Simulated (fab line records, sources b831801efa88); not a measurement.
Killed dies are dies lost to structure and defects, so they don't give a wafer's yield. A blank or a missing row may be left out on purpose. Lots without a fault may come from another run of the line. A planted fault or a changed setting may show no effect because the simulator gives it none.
Chamber matching | flow sky130 | SKY_CONTACT_CMP_04 on cmp-01: 4 sister chambers
The step polishes SiO2. 22 wafers are shown with their chamber, then 11 later ones without.

WAFERS WITH THEIR CHAMBER
wafer  | chamber | motor_current_A (A) | time_to_endpoint_s (s) | slurry_flow_ml_min
L074.1 | 0       | 12.8                | 92                     | 150.1
L074.4 | 3       | 11.9                | 83                     | 151.0
L074.6 | 3       | 11.9                | 84                     | 149.9
L075.3 | 1       | 10.7                | 80                     | 150.1
L075.5 | 2       | 14.7                | 84                     | 150.1
L075.6 | 1       | 11.6                | 82                     | 149.4
L076.1 | 1       | 11.8                | 77                     | 149.6
L076.2 | 2       | 15.6                | 80                     | 150.4
L076.4 | 3       | 11.5                | 84                     | 150.2
L079.1 | 0       | 13.5                | 86                     | 150.6
L079.3 | 2       | 14.7                | 84                     | 150.3
L079.4 | 3       | 11.2                | 83                     | 150.8
L080.1 | 2       | 15.2                | 81                     | 150.6
L080.5 | 3       | 12.5                | 76                     | 149.1
L080.6 | 0       | 14.4                | 86                     | 149.6
L083.1 | 0       | 13.9                | 84                     | 150.8
L083.3 | 2       | 14.8                | 81                     | 150.6
L083.6 | 1       | 11.1                | 80                     | 149.9
L084.2 | 2       | 14.8                | 81                     | 150.2
L084.3 | 0       | 14.1                | 83                     | 150.4
L084.4 | 1       | 11.5                | 76                     | 150.6
L086.2 | 1       | 11.2                | 80                     | 150.5

SIGNATURES (means of the wafers above)
reading            | chamber 0 | chamber 1 | chamber 2 | chamber 3 | scatter within a chamber
motor_current_A    | 13.740    | 11.317    | 14.967    | 11.800    | 0.467
time_to_endpoint_s | 86.20     | 79.17     | 81.83     | 82.00     | 2.73
slurry_flow_ml_min | 150.300   | 150.017   | 150.367   | 150.200   | 0.502
Rule: a wafer's distance from a chamber is the root of the sum, over the readings, of the square of ((its reading less the chamber's mean) divided by the reading's scatter). The wafer belongs to the nearest chamber; if the next one is less than 2 further off, it can't be placed. The scatter: the root of (the sum of the squares of (reading less its chamber's mean) over the shown wafers, divided by (wafers less chambers)).

WAFERS WITHOUT THEIR CHAMBER
wafer  | motor_current_A (A) | time_to_endpoint_s (s) | slurry_flow_ml_min
L086.3 | 15.2                | 83                     | 150.2
L086.5 | 14.9                | 81                     | 150.5
L092.1 | 14.0                | 86                     | 150.5
L092.5 | 11.5                | 78                     | 149.7
L092.6 | 12.7                | 89                     | 150.2
L093.1 | 11.3                | 84                     | 149.6
L093.5 | 13.4                | 90                     | 150.5
L093.6 | 11.5                | 80                     | 150.2
L095.2 | 11.8                | 86                     | 149.9
L095.3 | 13.3                | 89                     | 150.5
L095.4 | 14.7                | 80                     | 150.5

WHICH CHAMBER EACH WENT THROUGH
wafer  | from the rows above     | in truth
L086.3 | 2                       | 2
L086.5 | 2                       | 2
L092.1 | can't be placed: 0 or 2 | 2
L092.5 | can't be placed: 1 or 3 | 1
L092.6 | can't be placed: 0 or 3 | 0
L093.1 | can't be placed: 3 or 1 | 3
L093.5 | 0                       | 0
L093.6 | can't be placed: 1 or 3 | 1
L095.2 | can't be placed: 3 or 1 | 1
L095.3 | 0                       | 0
L095.4 | 2                       | 2
Placed correctly: 5 of 11. Can't be placed from these rows: 6 (the true chamber is among the candidates in 6). Placed wrongly: 0.
